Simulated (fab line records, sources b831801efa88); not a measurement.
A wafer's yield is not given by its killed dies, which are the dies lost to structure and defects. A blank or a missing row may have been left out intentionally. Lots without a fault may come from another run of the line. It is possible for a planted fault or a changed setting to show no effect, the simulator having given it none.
fab line records + flow sfq-line
record
- lots=7
- wafers=21
- last-day=94
route steps=325 shown M7@292 I7@296
lots that met no fault: taken from a fault-free run of the same line
start-h: start of the lot's first displayed wafer, in hours after the record's first day + wait-h: hours from the lot's prior step to this one + " unchanged from the row above + L1.1+2: a row that stands for several wafers + - no value present, or no start provided + * or withheld: withheld + < > ~ a bound
route shown NAME@n: a module of which the file shows steps, and the number in the route of the first + usual: the fault-free wafers' mean and standard deviation + same: alike in all rows + chamber/n: place in a boat + sites: per-site readings + _std_site: their standard deviation + _edge_site: outer sites' mean less inner sites' + radius-mm: how far each site lies from the wafer's centre + mask NAME#n: copy n + behind: tool/chamber where the wafer was last shaped + hold: cause of the lot's hold/its duration in hours/its outcome + device: names the non-switching transistor (n, p or np) + end of line: the route-end tests of the same wafers + where a step has no rows: the recipe by itself + killed: dies that structure and defects cost at the first sort, which is not the same as the wafer's yield + map: the dies of a wafer, with x for killed, . for not killed, _ for no die there
set.NAME: the setting the step ran with; set.NAME@STEP: the setting that earlier step ran with + model.NAME: the simulator's own value behind a step, which no gauge read
lots at some steps of the route; a table a step, a row a wafer
services: when a tool's chamber went out of use (start-h, in hours from the record's first day, below 0 if earlier), for how many hours, and the reason
## steps
# step SFQ_TRILAYER_M7_BARC_OPEN_METAL_ETCH_229
# recipe
- mask-material=PR
- chemistry=O2
- target-depth-nm=125
- target=BARC
- icp-w=600
- bias-w=80
- pressure-mtorr=10
- time-s=41.7
# usual
- drypump-motor-current-A=5.8/0.59
- oes-product-au=0.685/0.0049
| lot.wafer | tool         | chamber | start-h | wait-h | drypump-motor-current-A | oes-product-au | rf-hours-counter-h |
|-----------|--------------|---------|---------|--------|-------------------------|----------------|--------------------|
| L907.1    | rie-metal-03 | 1       | 1848.40 | 0.0    | 5.7                     | 0.694          | 117                |
| L907.2    | "            | 0       | "       | "      | 5.9                     | 0.680          | 83                 |
| L907.4    | "            | 1       | "       | "      | 5.7                     | 0.687          | -                  |
| L915.3    | rie-metal-01 | 1       | 1983.98 | 0.0    | 6.2                     | 0.677          | -                  |
| L915.4    | "            | 0       | "       | "      | 6.5                     | 0.681          | -                  |
| L915.6    | "            | 1       | "       | "      | 6.1                     | 0.682          | -                  |
| L916.1    | rie-metal-01 | 0       | 2029.19 | 0.0    | 6.5                     | 0.690          | 26                 |
| L916.3    | "            | 0       | "       | "      | 6.5                     | 0.687          | -                  |
| L916.5    | "            | 0       | "       | "      | 6.5                     | 0.688          | -                  |
| L917.1    | rie-metal-01 | 1       | 2035.19 | 0.0    | 6.2                     | 0.688          | 41                 |
| L917.5    | "            | 0       | "       | "      | 6.5                     | 0.697          | -                  |
| L917.6    | "            | 1       | "       | "      | 6.2                     | 0.690          | -                  |
| L918.1    | rie-metal-01 | 0       | 2041.62 | 0.0    | 6.5                     | 0.685          | 28                 |
| L918.3    | "            | 0       | "       | "      | 6.5                     | 0.690          | -                  |
| L918.5    | "            | 0       | "       | "      | 6.5                     | 0.676          | -                  |
| L923.4    | rie-metal-02 | 1       | 2047.85 | 0.0    | 5.2                     | 0.682          | -                  |
| L923.5    | "            | 0       | "       | "      | 4.6                     | 0.691          | -                  |
| L923.6    | "            | 1       | "       | "      | 5.2                     | 0.676          | -                  |
| L926.2    | rie-metal-01 | 0       | 2084.13 | 0.0    | 6.6                     | 0.685          | 33                 |
| L926.3    | "            | 0       | "       | "      | 6.5                     | 0.691          | -                  |
| L926.6    | "            | 0       | "       | "      | 6.5                     | 0.680          | -                  |
# step SFQ_TRILAYER_M7_ETCH_METAL_ETCH_180
# recipe
- target=Nb
- stop-on=SiO2
- mask-material=PR
- chemistry=Cl2/Ar
- target-depth-nm=240
- icp-w=600
- bias-w=80
- pressure-mtorr=10
- time-s=120
# usual
- drypump-motor-current-A=5.8/0.59
- oes-product-au=0.894/0.0075
| lot.wafer | tool         | chamber | start-h | wait-h | drypump-motor-current-A | oes-product-au | rf-hours-counter-h |
|-----------|--------------|---------|---------|--------|-------------------------|----------------|--------------------|
| L907.1    | rie-metal-03 | 1       | 1848.46 | 0.0    | 5.7                     | 0.881          | 117                |
| L907.2    | "            | 0       | "       | "      | 5.9                     | 0.887          | 83                 |
| L907.4    | "            | 1       | "       | "      | 5.7                     | 0.892          | -                  |
| L915.3    | rie-metal-01 | 1       | 1984.06 | 0.1    | 6.2                     | 0.891          | -                  |
| L915.4    | "            | 0       | "       | "      | 6.5                     | 0.901          | -                  |
| L915.6    | "            | 1       | "       | "      | 6.2                     | 0.908          | -                  |
| L916.1    | rie-metal-01 | 0       | 2029.25 | 0.0    | 6.6                     | 0.892          | 26                 |
| L916.3    | "            | 0       | "       | "      | 6.5                     | 0.902          | -                  |
| L916.5    | "            | 0       | "       | "      | 6.5                     | 0.902          | -                  |
| L917.1    | rie-metal-01 | 1       | 2035.25 | 0.0    | 6.2                     | 0.904          | 41                 |
| L917.5    | "            | 0       | "       | "      | 6.5                     | 0.895          | -                  |
| L917.6    | "            | 1       | "       | "      | 6.2                     | 0.894          | -                  |
| L918.1    | rie-metal-01 | 0       | 2041.68 | 0.0    | 6.6                     | 0.892          | 28                 |
| L918.3    | "            | 0       | "       | "      | 6.6                     | 0.895          | -                  |
| L918.5    | "            | 0       | "       | "      | 6.6                     | 0.890          | -                  |
| L923.4    | rie-metal-02 | 1       | 2047.93 | 0.1    | 5.3                     | 0.899          | -                  |
| L923.5    | "            | 0       | "       | "      | 4.6                     | 0.891          | -                  |
| L923.6    | "            | 1       | "       | "      | 5.3                     | 0.890          | -                  |
| L926.2    | rie-metal-01 | 0       | 2084.19 | 0.0    | 6.5                     | 0.897          | 33                 |
| L926.3    | "            | 0       | "       | "      | 6.5                     | 0.891          | -                  |
| L926.6    | "            | 0       | "       | "      | 6.5                     | 0.910          | -                  |
# step SFQ_TRILAYER_M7_STRIP_STRIP_181
# recipe
- gas=O2
- power-w=200
- platen-temp-c=40
- overash-fraction=0.65
- chemistry=O2
- pressure-mtorr=50
# usual
- drypump-motor-current-A=5.8/0.59
- oes-product-au=1.001/0.0094
| lot.wafer | tool         | chamber | start-h | wait-h | drypump-motor-current-A | oes-product-au | rf-hours-counter-h |
|-----------|--------------|---------|---------|--------|-------------------------|----------------|--------------------|
| L907.1    | rie-metal-03 | 1       | 1848.58 | 0.1    | 5.7                     | 0.992          | 117                |
| L907.2    | "            | 0       | "       | "      | 5.9                     | 1.004          | 83                 |
| L907.4    | "            | 1       | "       | "      | 5.7                     | 1.003          | -                  |
| L915.3    | rie-metal-01 | 1       | 1984.35 | 0.2    | 6.2                     | 0.998          | -                  |
| L915.4    | "            | 0       | "       | "      | 6.5                     | 1.009          | -                  |
| L915.6    | "            | 1       | "       | "      | 6.2                     | 0.997          | -                  |
| L916.1    | rie-metal-01 | 0       | 2029.38 | 0.1    | 6.6                     | 1.016          | 26                 |
| L916.3    | "            | 0       | "       | "      | 6.5                     | 1.013          | -                  |
| L916.5    | "            | 0       | "       | "      | 6.5                     | 1.001          | -                  |
| L917.1    | rie-metal-01 | 1       | 2035.38 | 0.1    | 6.2                     | 0.989          | 41                 |
| L917.5    | "            | 0       | "       | "      | 6.6                     | 1.012          | -                  |
| L917.6    | "            | 1       | "       | "      | 6.2                     | 0.993          | -                  |
| L918.1    | rie-metal-01 | 0       | 2041.80 | 0.1    | 6.5                     | 1.012          | 28                 |
| L918.3    | "            | 0       | "       | "      | 6.5                     | 1.010          | -                  |
| L918.5    | "            | 0       | "       | "      | 6.5                     | 1.006          | -                  |
| L923.4    | rie-metal-02 | 1       | 2048.21 | 0.2    | 5.2                     | 0.994          | -                  |
| L923.5    | "            | 0       | "       | "      | 4.6                     | 0.999          | -                  |
| L923.6    | "            | 1       | "       | "      | 5.3                     | 0.992          | -                  |
| L926.2    | rie-metal-01 | 0       | 2084.31 | 0.1    | 6.5                     | 1.019          | 33                 |
| L926.3    | "            | 0       | "       | "      | 6.5                     | 0.999          | -                  |
| L926.6    | "            | 0       | "       | "      | 6.5                     | 1.015          | -                  |
# step SFQ_TRILAYER_M7_STRIP_SOLV_CLEAN_182
# recipe
- chemistry=NMP
- temp-c=70
- time-s=600
# step SFQ_TRILAYER_I7_DEP_PECVD_183
# recipe
- material=SiO2
- temp-c=150
- time-s=111.11
- pressure-torr=2.4
- rf-w=183.3
- precursor=SiH4/N2O
- target-thk-nm=500
# usual
- heater-power-w=79/16
- throttle-valve-pct=24.7/1.7
| lot.wafer | tool     | chamber | start-h | wait-h | heater-power-w | throttle-valve-pct |
|-----------|----------|---------|---------|--------|----------------|--------------------|
| L907.1    | pecvd-02 | 0       | 1849.36 | 0.0    | 70             | 23.1               |
| L907.2    | "        | 1       | "       | "      | 82             | 23.4               |
| L907.4    | "        | 2       | "       | "      | 65             | 23.6               |
| L915.3    | pecvd-03 | 0       | 1984.92 | 0.0    | 125            | 29.4               |
| L915.4    | "        | 2       | "       | "      | 85             | 25.2               |
| L915.6    | "        | 0       | "       | "      | 105            | 29.3               |
| L916.1    | pecvd-03 | 0       | 2030.15 | 0.0    | 115            | 29.4               |
| L916.3    | "        | 2       | "       | "      | 88             | 25.3               |
| L916.5    | "        | 1       | "       | "      | 92             | 25.2               |
| L917.1    | pecvd-03 | 2       | 2036.15 | 0.0    | 93             | 25.0               |
| L917.5    | "        | 1       | "       | "      | 77             | 25.2               |
| L917.6    | "        | 2       | "       | "      | 76             | 25.2               |
| L918.1    | pecvd-01 | 0       | 2042.58 | 0.0    | 82             | 25.5               |
| L918.3    | "        | 2       | "       | "      | 61             | 24.3               |
| L918.5    | "        | 2       | "       | "      | 62             | 24.2               |
| L923.4    | pecvd-03 | 2       | 2048.83 | 0.0    | 90             | 25.2               |
| L923.5    | "        | 1       | "       | "      | 76             | 25.5               |
| L923.6    | "        | 0       | "       | "      | 116            | 29.3               |
| L926.2    | pecvd-03 | 2       | 2085.09 | 0.0    | 86             | 25.3               |
| L926.3    | "        | 1       | "       | "      | 91             | 25.6               |
| L926.6    | "        | 1       | "       | "      | 74             | 25.6               |
# step SFQ_TRILAYER_I7_CMP_CMP_184
# recipe
- material=SiO2
- down-force-psi=3
- platen-rpm=60
- pad-velocity-m-s=0.94248
# step SFQ_I7_BOW_MEAS_946
# recipe
- mode=bow
# usual
- I7_BOW=4/12
| lot.wafer | tool          | chamber | start-h | wait-h | I7_BOW[um] |
|-----------|---------------|---------|---------|--------|------------|
| L907.1    | film-metro-02 | -       | 1853.13 | 1.0    | -4         |
| L907.2    | "             | -       | "       | "      | 1          |
| L907.4    | "             | -       | "       | "      | -2         |
| L915.3    | film-metro-04 | -       | 1988.04 | 2.0    | -19        |
| L915.4    | "             | -       | "       | "      | -24        |
| L915.6    | "             | -       | "       | "      | -6         |
| L916.1    | film-metro-02 | -       | 2033.23 | 2.5    | 3          |
| L916.3    | "             | -       | "       | "      | 4          |
| L916.5    | "             | -       | "       | "      | 3          |
| L917.1    | film-metro-03 | -       | 2039.23 | 1.5    | 8          |
| L917.5    | "             | -       | "       | "      | 13         |
| L917.6    | "             | -       | "       | "      | 15         |
| L918.1    | film-metro-02 | -       | 2045.65 | 1.0    | -6         |
| L918.3    | "             | -       | "       | "      | -6         |
| L918.5    | "             | -       | "       | "      | -12        |
| L923.4    | film-metro-03 | -       | 2052.91 | 1.1    | 17         |
| L923.5    | "             | -       | "       | "      | 9          |
| L923.6    | "             | -       | "       | "      | 15         |
| L926.2    | film-metro-03 | -       | 2088.19 | 2.0    | 36         |
| L926.3    | "             | -       | "       | "      | 28         |
| L926.6    | "             | -       | "       | "      | 14         |
# step SFQ_TRILAYER_I7_METRO_MEASURE_185
# usual
- thk-nm=200.4/1.2
| lot.wafer | tool          | chamber | start-h | wait-h | thk-nm |
|-----------|---------------|---------|---------|--------|--------|
| L907.1    | film-metro-02 | -       | 1853.25 | 0.1    | 198.6  |
| L907.2    | "             | -       | "       | "      | 200.5  |
| L907.4    | "             | -       | "       | "      | 198.6  |
| L915.3    | film-metro-04 | -       | 1988.52 | 0.5    | 201.2  |
| L915.4    | "             | -       | "       | "      | 200.1  |
| L915.6    | "             | -       | "       | "      | 201.0  |
| L916.1    | film-metro-02 | -       | 2033.35 | 0.1    | 200.8  |
| L916.3    | "             | -       | "       | "      | 198.2  |
| L916.5    | "             | -       | "       | "      | 201.0  |
| L917.1    | film-metro-03 | -       | 2039.35 | 0.1    | 199.1  |
| L917.5    | "             | -       | "       | "      | 200.9  |
| L917.6    | "             | -       | "       | "      | 198.5  |
| L918.1    | film-metro-02 | -       | 2045.77 | 0.1    | 200.4  |
| L918.3    | "             | -       | "       | "      | 199.4  |
| L918.5    | "             | -       | "       | "      | 199.8  |
| L923.4    | film-metro-03 | -       | 2053.57 | 0.6    | 199.1  |
| L923.5    | "             | -       | "       | "      | 199.8  |
| L923.6    | "             | -       | "       | "      | 201.8  |
| L926.2    | film-metro-03 | -       | 2088.49 | 0.3    | 202.0  |
| L926.3    | "             | -       | "       | "      | 200.3  |
| L926.6    | "             | -       | "       | "      | 200.2  |
# step SFQ_TRILAYER_I7_VIA_LITHO_COAT_192
# recipe
- resist=BARC
- spin-rpm=3000
- resist-thk-nm=62
# step SFQ_TRILAYER_I7_VIA_LITHO_COAT_187
# recipe
- resist=KrF
- spin-rpm=3000
- resist-thk-nm=650
# step SFQ_TRILAYER_I7_VIA_LITHO_SOFTBAKE_191
# recipe
- temp-c=withheld
- time-s=withheld
- resist=KrF
# step SFQ_TRILAYER_I7_VIA_LITHO_EXPOSE_188
# recipe
- mask-id=I7
- na=0.6
- source-shape=conventional
- sigma-outer=0.65
- target-cd-nm=1000
- dose-mj=21.3
# step SFQ_TRILAYER_I7_VIA_LITHO_PEB_190
# recipe
- peb-temp-c=115
- peb-time-s=60
- resist=KrF
# usual
- chill-plate-temp-C=22.98/0.11
- exhaust-pa=45.1/0.99
| lot.wafer | tool           | chamber | start-h | wait-h | chill-plate-temp-C | exhaust-pa |
|-----------|----------------|---------|---------|--------|--------------------|------------|
| L907.1    | litho-track-01 | 0       | 1874.65 | 1.0    | 23.10              | 45.7       |
| L907.2    | "              | 0       | "       | "      | 23.13              | 45.2       |
| L907.4    | "              | 0       | "       | "      | 22.91              | 45.9       |
| L915.3    | litho-track-03 | -       | 2031.52 | 0.7    | -                  | -          |
| L915.4    | "              | -       | "       | "      | -                  | -          |
| L915.6    | "              | -       | "       | "      | -                  | -          |
| L916.1    | litho-track-02 | -       | 2040.08 | 1.0    | -                  | -          |
| L916.3    | "              | -       | "       | "      | -                  | -          |
| L916.5    | "              | -       | "       | "      | -                  | -          |
| L917.1    | litho-track-02 | -       | 2132.84 | 1.0    | -                  | -          |
| L917.5    | "              | -       | "       | "      | -                  | -          |
| L917.6    | "              | -       | "       | "      | -                  | -          |
| L918.1    | litho-track-02 | 0       | 2137.64 | 1.0    | 23.00              | 44.1       |
| L918.3    | "              | 0       | "       | "      | 22.92              | 42.6       |
| L918.5    | "              | 0       | "       | "      | 23.03              | 45.5       |
| L923.4    | litho-track-02 | 0       | 2147.32 | 0.5    | 22.95              | 43.8       |
| L923.5    | "              | 0       | "       | "      | 23.02              | 43.4       |
| L923.6    | "              | 0       | "       | "      | 22.92              | 42.9       |
| L926.2    | litho-track-02 | 0       | 2173.67 | 0.8    | 23.00              | 44.8       |
| L926.3    | "              | 0       | "       | "      | 22.80              | 45.8       |
| L926.6    | "              | 0       | "       | "      | 23.00              | 45.3       |
# step SFQ_TRILAYER_I7_VIA_LITHO_DEVELOP_189
# recipe
- time-s=60
- resist=KrF
## services
| tool          | chamber | start-h | hours | kind   |
|---------------|---------|---------|-------|--------|
| pecvd-03      | 0       | 1849.52 | 6.3   | repair |
| film-metro-03 | -       | 1870.10 | 0.6   | pm     |
| film-metro-02 | -       | 1881.09 | 1.8   | pm     |
| film-metro-02 | -       | 1891.94 | 2.2   | repair |
| film-metro-04 | -       | 1904.85 | 0.7   | pm     |
| film-metro-04 | -       | 1909.07 | 1.6   | pm     |
| film-metro-03 | -       | 1920.69 | 0.5   | pm     |
| rie-metal-02  | 1       | 1943.00 | 3.4   | repair |
| film-metro-02 | -       | 1948.35 | 1.0   | pm     |
| film-metro-02 | -       | 1963.20 | 1.2   | pm     |
| film-metro-04 | -       | 1966.20 | 0.6   | pm     |
| film-metro-02 | -       | 1986.86 | 0.7   | pm     |
| pecvd-01      | 2       | 1999.40 | 4.7   | repair |
| pecvd-02      | 0       | 2005.64 | 5.8   | repair |
| rie-metal-03  | -       | 2034.87 | 28.1  | pm     |
| film-metro-03 | -       | 2055.54 | 0.3   | pm     |
| film-metro-02 | -       | 2055.94 | 0.3   | pm     |
| rie-metal-02  | -       | 2060.22 | 2.8   | pm     |
| rie-metal-03  | -       | 2086.19 | 0.3   | repair |
| film-metro-03 | -       | 2115.52 | 1.0   | pm     |
| pecvd-03      | 1       | 2126.85 | 3.8   | repair |
| pecvd-03      | -       | 2130.81 | 6.0   | pm     |
| pecvd-03      | 0       | 2158.62 | 6.2   | repair |
| film-metro-03 | -       | 2165.69 | 0.6   | pm     |
## key
first-sign
- step=SFQ_TRILAYER_I7_VIA_LITHO_PEB_190
- reading=tool-record
- direction=missing
effect none on later readings
met-at SFQ_TRILAYER_I7_VIA_LITHO_PEB_190
struck-wafers L915.3,L915.4,L915.6,L916.1,L916.3,L916.5,L917.1,L917.5,L917.6
fault
- kind=skipped-step-whole
- tool=litho-track-02,litho-track-03
- chamber=-
- onset-h=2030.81
- steps=SFQ_TRILAYER_I7_VIA_LITHO_PEB_190
- scope=struck-lots-only
